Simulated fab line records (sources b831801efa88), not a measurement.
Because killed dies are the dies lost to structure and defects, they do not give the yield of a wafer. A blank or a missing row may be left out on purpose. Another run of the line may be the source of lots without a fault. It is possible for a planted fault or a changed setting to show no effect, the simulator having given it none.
Which of the tools did it? | flow gf180mcu | 42 wafers from 14 lots sampled at 5 of the route's 602 steps

## WHAT EACH GAUGE READ, for each wafer
GF_M4_THK_MEAS_06: measures by xrf.
lot  | measured     | on            | M4_ALCU_THK (nm)
L753 | day 22 09:50 | film metro-02 | 442 443 441
L755 | day 23 04:45 | film metro-03 | 454 453 453
L757 | day 24 01:16 | film metro-03 | 454 450 450
L758 | day 24 08:53 | film metro-04 | 453 451 447
L759 | day 24 12:38 | film metro-03 | 454 457 458
L760 | day 24 21:22 | film metro-04 | 455 452 454
L761 | day 25 17:15 | film metro-03 | 450 451 447
L762 | day 25 17:57 | film metro-02 | 444 440 446
L765 | day 26 20:16 | film metro-03 | 443 443 443
L769 | day 27 18:02 | film metro-03 | 447 442 441
L770 | day 27 23:17 | film metro-04 | 447 444 447
L773 | day 29 01:19 | film metro-03 | 450 452 449
L775 | day 29 11:04 | film metro-02 | 446 442 444
L776 | day 29 19:05 | film metro-02 | 441 440 448

GF_V4_OVL_MEAS_15.
lot  | measured     | on         | V4_OVL (nm)
L753 | day 24 08:44 | overlay-02 | 7 7 4
L755 | day 25 03:11 | overlay-02 | -1 3 -2
L757 | day 25 22:26 | overlay-01 | 3 11 8
L758 | day 26 05:32 | overlay-02 | 2 -2 -2
L759 | day 26 09:17 | overlay-02 | -1 -2 8
L760 | day 26 16:32 | overlay-01 | -5 -6 -3
L761 | day 27 10:16 | overlay-02 | 2 -5 -6
L762 | day 27 12:44 | overlay-02 | 0 0 -4
L765 | day 28 13:47 | overlay-01 | 3 1 5
L769 | day 29 10:17 | overlay-01 | 8
L770 | day 29 15:35 | overlay-02 | 4 -2
L773 | day 30 16:11 | overlay-02 | -2 1 7
L775 | day 31 01:29 | overlay-01 | -1 -2 2
L776 | day 31 08:23 | overlay-01 | 0 1 6

## TOOL THAT RAN EACH LOT (tool first, then ch and the chambers of the sampled wafers, then the start)
lot  | GF_M4_SPUTTER_00             | GF_M4_METAL_ETCH_16               | GF_M4_STRIP_17
L753 | pvd sputter-01, day 22 09:30 | rie metal-03 ch 0,1, day 23 08:28 | plasma asher-03 ch 0,1, day 23 08:35
L755 | pvd sputter-04, day 23 04:25 | rie metal-04 ch 0,1, day 24 03:16 | plasma asher-02 ch 0,1, day 24 03:24
L757 | pvd sputter-02, day 24 00:55 | rie metal-03 ch 0,1, day 24 22:58 | plasma asher-03 ch 0,1, day 24 23:05
L758 | pvd sputter-02, day 24 08:33 | rie metal-04 ch 0,1, day 25 07:31 | plasma asher-02 ch 0,1, day 25 07:38
L759 | pvd sputter-02, day 24 12:16 | rie metal-03 ch 0,1, day 25 10:36 | plasma asher-03 ch 0,1, day 25 10:43
L760 | pvd sputter-04, day 24 21:01 | rie metal-04 ch 0,1, day 25 18:31 | plasma asher-02 ch 0,1, day 25 18:38
L761 | pvd sputter-02, day 25 16:55 | rie metal-02 ch 0,1, day 26 13:31 | plasma asher-03 ch 0,1, day 26 13:38
L762 | pvd sputter-01, day 25 17:35 | rie metal-04 ch 0, day 26 14:30   | plasma asher-03 ch 0,1, day 26 14:42
L765 | pvd sputter-01, day 26 19:56 | rie metal-04 ch 0,1, day 27 16:31 | plasma asher-02 ch 0,1, day 27 16:38
L769 | pvd sputter-02, day 27 17:41 | rie metal-04 ch 0,1, day 28 13:34 | plasma asher-03 ch 0,1, day 28 13:41
L770 | pvd sputter-01, day 27 22:56 | rie metal-04 ch 0,1, day 28 18:22 | plasma asher-02 ch 0, day 28 18:29
L773 | pvd sputter-01, day 29 00:59 | rie metal-03 ch 0,1, day 29 20:25 | plasma asher-03 ch 0,1, day 29 20:32
L775 | pvd sputter-01, day 29 10:43 | rie metal-02 ch 1, day 30 06:13   | plasma asher-03 ch 0,1, day 30 06:28
L776 | pvd sputter-02, day 29 18:43 | rie metal-03 ch 1, day 30 13:33   | plasma asher-01 ch 0,1, day 30 13:45
- GF_M4_SPUTTER_00: material Ti, target thk 37.5 nm, time 150 s.
- GF_M4_METAL_ETCH_16: etches the open film in Cl2/BCl3, stops on SiO2, target depth 750.8 nm, time 125.1 s.
- GF_M4_STRIP_17: strips in O2/N2.

## AS READ BY THE TOOLS THEMSELVES (means over the sampled wafers that have a number; for cases with no such wafer, the mark the record gives instead)
GF_M4_SPUTTER_00.
lot  | tool           | substrate temp c (C) | throttle valve pct (%)
L753 | pvd sputter-01 | 200.18               | 29.6
L755 | pvd sputter-04 | 200.04               | 29.6
L757 | pvd sputter-02 | 200.05               | 29.4
L758 | pvd sputter-02 | 200.02               | 29.6
L759 | pvd sputter-02 | 199.92               | 29.5
L760 | pvd sputter-04 | 200.06               | 29.7
L761 | pvd sputter-02 | 199.79               | 29.9
L762 | pvd sputter-01 | 200.12               | 29.1
L765 | pvd sputter-01 | 199.80               | 29.8
L769 | pvd sputter-02 | 199.98               | 30.3
L770 | pvd sputter-01 | 200.01               | 29.9
L773 | pvd sputter-01 | 199.95               | 30.3
L775 | pvd sputter-01 | 199.99               | 29.7
L776 | pvd sputter-02 | 200.15               | 30.2

GF_M4_METAL_ETCH_16.
lot  | tool         | chamber pressure mTorr (mTorr) | drypump motor current A (A) | oes product au (a.u.) | throttle valve pct (%)
L753 | rie metal-03 | 8.006                          | 6.0                         | 0.993                 | 28.212
L755 | rie metal-04 | 7.999                          | 6.1                         | 0.990                 | 28.229
L757 | rie metal-03 | 8.001                          | 6.1                         | 0.990                 | 28.217
L758 | rie metal-04 | 8.001                          | 6.1                         | 0.993                 | 28.228
L759 | rie metal-03 | 7.991                          | 6.1                         | 0.987                 | 28.234
L760 | rie metal-04 | 7.996                          | 6.1                         | 0.992                 | 28.234
L761 | rie metal-02 | 8.001                          | 5.8                         | 0.991                 | 28.229
L762 | rie metal-04 | 8.005                          | 5.5                         | 0.993                 | 28.221
L765 | rie metal-04 | 7.996                          | 5.8                         | 0.990                 | 28.225
L769 | rie metal-04 | 7.994                          | 6.0                         | 0.865                 | 28.369
L770 | rie metal-04 | 8.004                          | 5.8                         | 0.933                 | 28.299
L773 | rie metal-03 | 8.005                          | 5.9                         | 0.990                 | 28.233
L775 | rie metal-02 | 7.988                          | 5.9                         | 0.990                 | 28.235
L776 | rie metal-03 | 8.001                          | 5.8                         | 0.995                 | 28.228

GF_M4_STRIP_17.
lot  | tool            | chamber pressure mTorr (mTorr) | drypump motor current A (A) | heater power w (W) | o2 flow sccm (sccm) | oes product au (a.u.) | platen temp c (C) | strip time to endpoint s (s)
L753 | plasma asher-03 | 1500.3                         | 5.5                         | 335                | 2998                | 0.536                 | 249.96            | 7.36
L755 | plasma asher-02 | 1499.2                         | 5.9                         | 340                | 3003                | 0.534                 | 250.12            | 7.39
L757 | plasma asher-03 | 1500.0                         | 5.6                         | 334                | 2994                | 0.536                 | 249.87            | 7.36
L758 | plasma asher-02 | 1499.8                         | 6.1                         | 329                | 2998                | 0.539                 | 249.89            | 7.37
L759 | plasma asher-03 | 1499.7                         | 5.5                         | 337                | 2994                | 0.538                 | 249.99            | 7.38
L760 | plasma asher-02 | 1501.4                         | 5.9                         | 344                | 3003                | 0.536                 | 250.07            | 7.37
L761 | plasma asher-03 | 1498.9                         | 5.5                         | 338                | 2988                | 0.539                 | 249.99            | 7.34
L762 | plasma asher-03 | 1499.7                         | 5.6                         | 338                | 3005                | 0.537                 | 249.90            | 7.30
L765 | plasma asher-02 | 1499.3                         | 6.2                         | 327                | 3004                | 0.535                 | 250.11            | 7.36
L769 | plasma asher-03 | 1501.6                         | 5.6                         | 332                | 3003                | 0.563                 | 250.05            | 7.99
L770 | plasma asher-02 | 1499.7                         | 6.4                         | 316                | 3003                | 0.554                 | 250.22            | 7.70
L773 | plasma asher-03 | 1501.1                         | 5.5                         | 340                | 3007                | 0.535                 | 249.98            | 7.40
L775 | plasma asher-03 | 1500.3                         | 5.6                         | 336                | 2992                | 0.540                 | 249.86            | 7.47
L776 | plasma asher-01 | 1500.1                         | 5.8                         | 346                | 2996                | 0.537                 | 250.12            | 7.39

## THE ANSWER, worked out from the rows above alone
Rule: what is usual is taken from the lots themselves. The widest of any qualifying gaps counts: lots, ordered by their means at a reading, are off when they make up no more than a third of the lots, leave a main group of 4 or more, and stand apart from it by 3 or more times the standard deviation of that group's means. A main group whose means are all the same, to the digits that the tables above print for the reading, isn't used. A lot without any number at a reading at which 4 lots or more have one is off too. All remaining lots with rows at the step are treated as sound. The gauges are gone through in route order, then the tools' own readings, and for those a lot's mean is taken as printed above. At the first step where some lot is off, the reading lying furthest off is the one used; lots without a number count as furthest.
Off, at GF_M4_METAL_ETCH_16 on oes product au: L769, L770. For the main group the mean is 0.991 a.u. and the standard deviation 0.002.
A tool fits if, at that step or a process step before it, it ran every lot that is off, and no sound lot after the first of them. One fits: rie metal-04 at GF_M4_METAL_ETCH_16. Its last sound lot is L765 (day 27 16:31), its first lot that is off L769 (day 28 13:34): a fault that began between those two fits.
The tool's own readings at GF_M4_METAL_ETCH_16 bear it out: on the lots that are off they differ by more than 5 times the standard deviation of the sound lots' means. oes product au reads 0.899 a.u. there against 0.991 a.u. on the sound lots; throttle valve pct reads 28.334 % there against 28.227 % on the sound lots.

## WHAT HAD BEEN PUT IN BY THE SIMULATOR
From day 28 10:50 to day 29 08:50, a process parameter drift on rie metal-04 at GF_M4_METAL_ETCH_16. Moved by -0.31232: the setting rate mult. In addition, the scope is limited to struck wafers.
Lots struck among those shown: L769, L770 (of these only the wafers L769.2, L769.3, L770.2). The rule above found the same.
